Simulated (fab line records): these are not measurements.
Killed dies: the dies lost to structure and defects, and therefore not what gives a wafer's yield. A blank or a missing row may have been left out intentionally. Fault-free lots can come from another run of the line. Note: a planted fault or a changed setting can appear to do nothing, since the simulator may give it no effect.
fab line records	flow sky130
[record] lots = 13	wafers = 37	last_day = 50
route steps=708 shown METAL1@451 VIA1@479 METAL2@500 PAD_OPEN@708
lots that met no fault: taken from a fault-free run of the same line
start_h: the number of hours between the record's first day and the start of the first shown wafer of the lot	wait_h: hours from the lot's prior step to this one	" the same as in the row above	L1.1+2: several wafers, shown together as one row	- no value, or no start was given	* or withheld: withheld	< > ~ a bound
route shown NAME@n: names a module that has steps shown in the file, with the first one's number in the route	usual: the fault-free wafers' mean and standard deviation	same: alike in all rows	chamber/n: place in a boat	sites: per-site readings	_std_site: how widely they spread, as a standard deviation	_edge_site: the outer-site mean with the inner-site mean subtracted	radius_mm: for every site, how far away it sits from the centre of the wafer	mask NAME#n: copy n	behind: the most recent tool/chamber to have shaped the wafer	hold: cause of the lot's hold/its duration in hours/its outcome	device: whichever transistor did not switch (one of n, p or np)	end of line: the route-end tests of the same wafers	for a step that has no rows: nothing shown but its recipe	killed: dies lost to structure and defects at the first sort, not the wafer's yield	map: dies across one wafer; x = killed, . = not, _ = none there
set.NAME: the setting the step ran with; set.NAME@STEP: the setting that earlier step ran with	model.NAME: the simulator's own value behind a step, which no gauge read
route steps across a sampled set of lots; one table per step, one row per wafer
services: from which hour (start_h, from the record's first day; less than 0 if before it) a tool's chamber was out of use, for how many hours, and why
[[steps]]
[step SKY_METAL1_DESCUM_17]
[recipe] chemistry = O2	source_power_w = 150	bias_power_w = 0	pressure_mtorr = 10	temp_c = 40	time_s = 8
[usual] drypump_motor_current_A = 6.1/0.46	oes_product_au = 0.998/0.0094
lot.wafer	tool	chamber	start_h	wait_h	drypump_motor_current_A	oes_product_au	rf_hours_counter_h
L721.1	rie_metal-04	0	783.56	0.0	6.1	1.001	13
L721.4	"	1	"	"	6.7	1.004	-
L721.5	"	1	"	"	6.8	1.005	-
L722.2	rie_metal-04	1	787.73	0.0	6.8	1.000	4
L722.4	"	1	"	"	6.8	0.995	-
L722.6	"	1	"	"	6.8	1.000	-
L724.3	rie_metal-02	1	809.42	0.0	6.4	1.005	-
L724.4	"	0	"	"	6.0	0.993	-
L725.2	rie_metal-02	1	820.68	0.0	6.4	1.011	15
L725.3	"	0	"	"	6.0	0.981	-
L725.4	"	1	"	"	6.3	1.003	-
L726.3	rie_metal-03	1	821.84	0.0	5.8	0.982	-
L726.4	"	0	"	"	5.3	1.012	-
L733.2	rie_metal-02	0	882.49	0.0	6.0	0.992	-
L733.3	"	0	"	"	6.0	0.997	-
L733.4	"	0	"	"	6.0	0.991	-
L734.1	rie_metal-02	1	890.55	0.0	6.4	1.012	0
L734.2	"	0	"	"	6.0	0.994	16
L734.5	"	0	"	"	6.0	1.006	-
L735.2	rie_metal-03	0	893.91	0.0	5.3	0.999	-
L735.3	"	0	"	"	5.3	1.004	-
L735.6	"	0	"	"	5.3	1.002	-
L737.2	rie_metal-03	1	907.26	0.0	5.8	1.000	0
L737.5	"	1	"	"	5.8	0.998	-
L737.6	"	0	"	"	5.3	1.014	-
L738.1	rie_metal-04	1	908.75	0.0	6.8	0.990	9
L738.5	"	1	"	"	6.8	0.996	-
L738.6	"	1	"	"	6.8	1.003	-
L739.3	rie_metal-03	1	922.81	0.0	5.8	1.007	-
L739.4	"	0	"	"	5.3	1.010	-
L739.5	"	0	"	"	5.3	1.000	-
L740.1	rie_metal-03	0	925.51	0.0	5.3	1.010	6
L740.2	"	1	"	"	5.8	0.987	1
L740.4	"	0	"	"	5.3	1.008	-
L741.2	rie_metal-03	1	932.61	0.0	5.8	1.001	2
L741.4	"	0	"	"	5.3	1.002	-
L741.6	"	1	"	"	5.8	0.998	-
[step SKY_VIA1_CVD_21]
[recipe] material = W	target_thk_nm = 270	time_s = 80.902	temp_c = 400	pressure_torr = 40
[usual] heater_power_w = 890/120
lot.wafer	tool	chamber	start_h	wait_h	heater_power_w
L721.1	cvd_w-01	0	812.31	0.0	960
L721.4	"	0	"	"	966
L721.5	"	0	"	"	984
L722.2	cvd_w-02	1	816.79	0.0	782
L722.4	"	1	"	"	796
L722.6	"	1	"	"	803
L724.3	cvd_w-01	1	837.75	0.1	1086
L724.4	"	0	"	"	987
L725.2	cvd_w-01	1	848.66	0.0	1071
L725.3	"	0	"	"	987
L725.4	"	1	"	"	1070
L726.3	cvd_w-02	0	850.32	0.1	785
L726.4	"	1	"	"	780
L733.2	cvd_w-02	0	910.27	0.0	778
L733.3	"	1	"	"	794
L733.4	"	0	"	"	773
L734.1	cvd_w-02	1	917.91	0.0	760
L734.2	"	0	"	"	810
L734.5	"	0	"	"	786
L735.2	cvd_w-01	1	921.07	0.0	1053
L735.3	"	0	"	"	911
L735.6	"	1	"	"	1025
L737.2	cvd_w-01	1	934.19	0.0	1051
L737.5	"	0	"	"	911
L737.6	"	1	"	"	1049
L738.1	cvd_w-01	1	935.59	0.0	1052
L738.5	"	1	"	"	1042
L738.6	"	0	"	"	904
L739.3	cvd_w-02	1	948.52	0.1	802
L739.4	"	0	"	"	785
L739.5	"	0	"	"	800
L740.1	cvd_w-01	0	952.47	0.0	922
L740.2	"	1	"	"	1042
L740.4	"	0	"	"	927
L741.2	cvd_w-02	0	960.13	0.0	789
L741.4	"	1	"	"	784
L741.6	"	1	"	"	770
[step SKY_VIA1_CMP_24]
[recipe] stop_on = SiO2	t_overpolish_s = 15	down_force_psi = 3.5	platen_rpm = 60	target_thk_nm = 0	pad_velocity_m_s = 0.94248
[usual] motor_current_A = 10.7/1	overpolish_run_s = 15.001/0.0094	time_to_endpoint_s = 64/3.5
lot.wafer	tool	chamber	start_h	wait_h	motor_current_A	overpolish_run_s	time_to_endpoint_s
L721.4	cmp-02	3	812.63	0.1	10.2	15.006	57
L721.1	"	0	"	"	10.6	14.991	58
L721.5	"	3	"	"	9.9	15.012	58
L722.4	cmp-02	0	817.06	0.0	9.8	14.988	63
L722.2	"	1	"	"	10.0	14.990	65
L722.6	"	0	"	"	9.9	14.995	64
L724.4	cmp-01	1	838.04	0.1	9.7	15.007	62
L724.3	"	2	"	"	9.8	0.033	103
L725.2	cmp-01	2	848.93	0.0	9.7	14.992	67
L725.4	"	0	"	"	11.4	14.991	63
L725.3	"	1	"	"	9.6	0.044	104
L726.4	cmp-01	0	850.66	0.1	11.7	15.006	68
L726.3	"	1	"	"	10.0	0.046	104
L733.2	cmp-02	1	910.59	0.1	10.7	14.988	63
L733.4	"	2	"	"	11.6	14.989	66
L733.3	"	3	"	"	10.2	14.995	64
L734.2	cmp-01	2	918.18	0.0	10.3	15.002	67
L734.1	"	0	"	"	11.5	15.002	65
L734.5	"	3	"	"	11.9	14.988	68
L735.3	cmp-02	1	921.39	0.1	11.0	15.007	61
L735.2	"	2	"	"	11.0	15.002	62
L735.6	"	0	"	"	10.5	14.990	64
L737.2	cmp-01	0	934.52	0.1	12.0	15.000	67
L737.6	"	3	"	"	12.2	14.989	67
L737.5	"	0	"	"	12.6	14.995	68
L738.1	cmp-01	1	935.96	0.1	9.7	14.999	65
L738.5	"	3	"	"	11.6	15.007	68
L738.6	"	0	"	"	11.9	15.024	70
L739.4	cmp-01	3	948.76	0.0	12.1	15.020	68
L739.3	"	2	"	"	10.1	14.994	69
L739.5	"	3	"	"	12.8	14.990	69
L740.2	cmp-02	3	952.74	0.0	10.2	14.996	59
L740.1	"	0	"	"	10.0	14.997	62
L740.4	"	2	"	"	10.9	14.997	63
L741.4	cmp-01	2	960.45	0.1	9.9	14.996	70
L741.2	"	3	"	"	12.0	14.999	67
L741.6	"	1	"	"	10.1	14.992	63
[step SKY_METAL2_DESCUM_17]
[recipe] chemistry = O2	source_power_w = 150	bias_power_w = 0	pressure_mtorr = 10	temp_c = 40	time_s = 8
[usual] drypump_motor_current_A = 5.8/0.49	oes_product_au = 1.002/0.011
lot.wafer	tool	chamber	start_h	wait_h	drypump_motor_current_A	oes_product_au	rf_hours_counter_h
L721.1	rie_metal-03	0	839.00	0.0	5.3	1.009	1
L721.4	"	1	"	"	5.8	0.985	-
L721.5	"	1	"	"	5.8	0.973	-
L722.2	rie_metal-02	1	842.47	0.0	6.4	1.003	16
L722.4	"	1	"	"	6.4	1.009	-
L722.6	"	1	"	"	6.4	1.005	-
L724.4	rie_metal-02	0	865.31	0.0	6.0	0.990	-
L725.2	rie_metal-01	0	875.28	0.0	4.9	1.010	9
L725.4	"	1	"	"	5.7	0.998	-
L726.4	rie_metal-03	1	877.03	0.0	5.8	0.982	-
L733.2	rie_metal-02	1	936.38	0.0	6.3	1.011	-
L733.3	"	1	"	"	6.4	1.018	-
L733.4	"	1	"	"	6.4	1.013	-
L734.1	rie_metal-03	1	943.40	0.0	5.8	1.003	2
L734.2	"	0	"	"	5.3	0.995	6
L734.5	"	1	"	"	5.8	1.000	-
L735.2	rie_metal-02	0	946.75	0.0	6.0	1.001	0
L735.3	"	1	"	"	6.3	1.016	-
L735.6	"	0	"	"	6.0	1.001	-
L737.2	rie_metal-01	1	959.72	0.0	5.8	0.998	12
L737.5	"	0	"	"	4.9	1.012	-
L737.6	"	1	"	"	5.8	0.993	-
L738.1	rie_metal-02	1	960.50	0.0	6.3	1.006	4
L738.5	"	1	"	"	6.3	1.013	-
L738.6	"	0	"	"	6.0	0.999	-
L739.3	rie_metal-02	0	972.79	0.0	6.0	0.988	-
L739.4	"	1	"	"	6.4	1.011	-
L739.5	"	0	"	"	6.0	0.995	-
L740.1	rie_metal-02	0	976.82	0.0	6.0	1.000	2
L740.2	"	1	"	"	6.4	1.015	5
L740.4	"	1	"	"	6.3	1.004	-
L741.2	rie_metal-03	0	984.47	0.0	5.3	1.009	8
L741.4	"	0	"	"	5.3	0.997	-
L741.6	"	1	"	"	5.8	0.981	-
[step SKY_PAD_OPEN_PROBE_99]
[usual] defect_limited_yield = 82.3/1.9	killed_at_M0_to_M3 = 44/6.9	killed_at_M4_up = 3.3/2.1	killed_at_contacts = 24/4.8	killed_at_front_end = 15/4.4	killed_at_other = 0.2/0.48	killed_dies = 87/9.5	killed_on_rim = 17/4	killed_open = 48/6.5	killed_short = 39/6.3	sort_bin_3_pad_short = 0.9/0.48	sort_bin_5_function = 10.5/1.5	sort_bin_6_memory = 6.3/1.1	sort_n_pass = 405/9.5	sort_yield_pct = 82.3/1.9
[same] gross_dies = 492	killed_at_back_side = 0	sort_bin_4_leakage[%] = 0	sort_bin_8_speed[%] = 0
lot.wafer	tool	chamber	start_h	wait_h	defect_limited_yield[%]	killed_at_M0_to_M3	killed_at_M4_up	killed_at_contacts	killed_at_front_end	killed_at_other	killed_dies	killed_on_rim	killed_open	killed_short	sort_bin_3_pad_short[%]	sort_bin_5_function[%]	sort_bin_6_memory[%]	sort_n_pass	sort_yield_pct[%]
L724.3	prober-02	-	1111.30	0.2	0	451	3	24	14	0	492	96	52	37	82.9	10.2	6.9	0	0
L724.4	prober-02	-	1111.35	0.2	84.6	44	4	11	17	0	76	20	34	42	0.6	10.0	4.9	416	84.6
L725.2	prober-01	-	1118.27	0.1	82.1	46	2	28	12	0	88	20	49	39	0.6	11.0	6.3	404	82.1
L725.3	prober-01	-	1118.32	0.2	0	454	1	19	17	1	492	96	50	30	84.1	10.4	5.5	0	0
L725.4	prober-01	-	1118.37	0.2	81.9	44	3	28	14	0	89	17	53	36	0.8	9.6	7.7	403	81.9
L726.3	prober-02	-	1119.31	0.2	0	459	2	20	11	0	492	96	40	40	84.8	9.6	5.7	0	0
L726.4	prober-02	-	1119.36	0.2	83.9	39	6	20	14	0	79	17	40	37	0.6	10.8	4.7	413	83.9
L733.2	prober-01	-	1165.71	0.1	78.0	51	5	31	21	0	108	20	55	53	0.4	14.0	7.5	384	78.0
L733.3	prober-01	-	1165.76	0.2	82.5	49	2	23	12	0	86	26	45	41	1.2	10.4	5.9	406	82.5
L733.4	prober-01	-	1165.81	0.2	81.5	48	2	23	18	0	91	15	52	39	1.0	10.8	6.7	401	81.5
L739.3	prober-01	-	1189.16	0.2	82.5	54	5	18	9	0	86	21	48	37	1.2	10.8	5.5	406	82.5
L739.4	prober-01	-	1189.21	0.2	81.3	40	6	35	10	1	92	17	44	47	1.0	10.0	7.7	400	81.3
L739.5	prober-01	-	1189.26	0.2	82.7	41	1	21	20	2	85	19	46	39	1.2	10.2	5.9	407	82.7
// killed by level:class
L724.3 VIA1:area_cmp=403 CONTACT:geometric_particle:open=11 VIA3:geometric_particle:open=11 VIA1:geometric_particle:open=11 METAL1:geometric_particle:short=8 POLY_GATE:geometric_particle:open=7 METAL2:geometric_particle:short=7 LI_CONTACT:geometric_particle:open=4
L724.4 METAL1:geometric_particle:short=9 VIA1:geometric_particle:open=8 METAL2:geometric_particle:short=7 FIELD_ISO:geometric_particle:open=5 POLY_GATE:geometric_particle:short=4 VIA1:geometric_particle:short=4 FIELD_ISO:geometric_particle:short=3 VIA2:geometric_particle:open=3
L725.2 CONTACT:geometric_particle:open=16 VIA1:geometric_particle:open=11 METAL1:geometric_particle:short=10 CONTACT:geometric_particle:short=6 VIA3:geometric_particle:short=5 FIELD_ISO:geometric_particle:short=4 POLY_GATE:geometric_particle:open=4 VIA1:geometric_particle:short=4
L725.3 VIA1:area_cmp=412 VIA1:geometric_particle:open=12 VIA2:geometric_particle:open=11 CONTACT:geometric_particle:open=6 METAL2:geometric_particle:short=6 CONTACT:geometric_particle:short=5 VIA3:geometric_particle:open=5 POLY_GATE:geometric_particle:short=4
L725.4 CONTACT:geometric_particle:open=12 VIA1:geometric_particle:open=12 METAL1:geometric_particle:short=9 LI_CONTACT:geometric_particle:open=6 VIA2:geometric_particle:open=6 FIELD_ISO:geometric_particle:open=4 CONTACT:geometric_particle:short=4 METAL2:geometric_particle:short=4
L726.3 VIA1:area_cmp=411 VIA3:geometric_particle:open=9 METAL2:geometric_particle:short=9 VIA1:geometric_particle:open=8 CONTACT:geometric_particle:short=8 CONTACT:geometric_particle:open=6 FIELD_ISO:geometric_particle:open=4 LI_CONTACT:geometric_particle:open=4
L726.4 CONTACT:geometric_particle:open=8 METAL1:geometric_particle:short=8 LI_CONTACT:geometric_particle:open=7 VIA2:geometric_particle:open=6 VIA1:geometric_particle:open=5 METAL4:geometric_particle:short=5 FIELD_ISO:geometric_particle:short=4 POLY_GATE:geometric_particle:open=4
L733.2 CONTACT:geometric_particle:open=14 VIA1:geometric_particle:open=11 FIELD_ISO:geometric_particle:short=8 METAL2:geometric_particle:short=7 VIA1:geometric_particle:short=7 VIA3:geometric_particle:open=7 LI_CONTACT:geometric_particle:open=6 FIELD_ISO:geometric_particle:open=5
L733.3 CONTACT:geometric_particle:open=13 VIA1:geometric_particle:open=12 VIA1:geometric_particle:short=10 VIA2:geometric_particle:open=8 METAL1:geometric_particle:short=7 FIELD_ISO:geometric_particle:open=4 LI_CONTACT:geometric_particle:open=4 CONTACT:geometric_particle:short=4
L733.4 CONTACT:geometric_particle:open=11 VIA1:geometric_particle:open=9 FIELD_ISO:geometric_particle:short=8 VIA2:geometric_particle:open=8 VIA3:geometric_particle:open=8 METAL2:geometric_particle:short=7 FIELD_ISO:geometric_particle:open=6 VIA1:geometric_particle:short=6
L739.3 VIA1:geometric_particle:open=12 VIA3:geometric_particle:open=10 CONTACT:geometric_particle:open=8 VIA1:geometric_particle:short=6 METAL3:geometric_particle:short=6 VIA3:geometric_particle:short=6 POLY_GATE:geometric_particle:open=5 VIA2:geometric_particle:open=4
L739.4 LI_CONTACT:geometric_particle:open=11 CONTACT:geometric_particle:open=10 CONTACT:geometric_particle:short=9 METAL1:geometric_particle:short=8 VIA2:geometric_particle:open=5 METAL4:geometric_particle:short=5 VIA1:geometric_particle:open=4 METAL2:geometric_particle:short=4
L739.5 VIA1:geometric_particle:open=10 CONTACT:geometric_particle:open=8 POLY_GATE:geometric_particle:short=6 POLY_GATE:geometric_particle:open=5 LOCAL_INTERCONNECT:geometric_particle:short=5 VIA2:geometric_particle:open=5 VIA3:geometric_particle:short=5 VIA3:geometric_particle:open=5
[[services]]
tool	chamber	start_h	hours	kind
rie_metal-04	-	776.47	4.3	pm
rie_metal-03	0	785.88	-	clean
rie_metal-03	0	785.88	29.9	scheduled_down
rie_metal-04	1	791.74	1.5	repair
cmp-01	-	814.98	0.9	repair
rie_metal-03	-	820.09	0.5	repair
rie_metal-02	-	830.88	2.8	pm
cvd_w-02	-	830.98	1.4	repair
cmp-01	-	844.22	3.2	pm
rie_metal-01	-	852.71	0.6	repair
cmp-02	-	857.00	0.8	repair
rie_metal-02	1	868.71	-	clean
rie_metal-02	1	868.71	21.3	scheduled_down
rie_metal-02	1	868.71	21.3	vent_cycle
rie_metal-04	0	887.54	22.4	repair
rie_metal-01	1	891.75	7.3	repair
cvd_w-01	-	904.00	14.0	pm
cmp-02	-	912.00	4.0	pm
rie_metal-02	0	920.84	-	clean
rie_metal-02	0	920.84	20.3	scheduled_down
rie_metal-02	0	920.84	20.3	vent_cycle
cvd_w-02	-	940.44	0.8	repair
cvd_w-02	-	968.80	0.5	repair
cvd_w-02	-	972.38	3.8	pm
[[key]]
[first_sign] step = SKY_VIA1_CMP_24	reading = overpolish_run_s	direction = down	sigmas = 99+	usual = 15.001	struck = 0.041
[effect] step = SKY_VIA1_CMP_24	reading = time_to_endpoint_s	direction = up	sigmas = 11	usual = *	struck = *
[effect] step = SKY_PAD_OPEN_PROBE_99	reading = sort_bin_3_pad_short	direction = up	sigmas = 99+	usual = 0.9	struck = 83.9
[more_kills_born_at] SKY_VIA1_CMP_24@cmp-01 = 1226
met_at SKY_VIA1_CMP_24
struck_lots L724,L725,L726
struck_wafers L724.3,L725.3,L726.3
later_rows_left_out L724.3,L725.3,L726.3
not_acting_at SKY_METAL1_DESCUM_17,SKY_VIA1_CVD_21,SKY_METAL2_DESCUM_17
[fault] kind = process_parameter_drift	tool = cmp-01	chamber = -	onset_h = 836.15	steps = SKY_VIA1_CMP_24	channel = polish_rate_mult	offset = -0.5	shape = step	end_h = 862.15	scope = struck_wafers_only
// later_rows_left_out: the simulator's readings of these wafers behind a module that went badly wrong aren't trusted and aren't shown, but for the sort
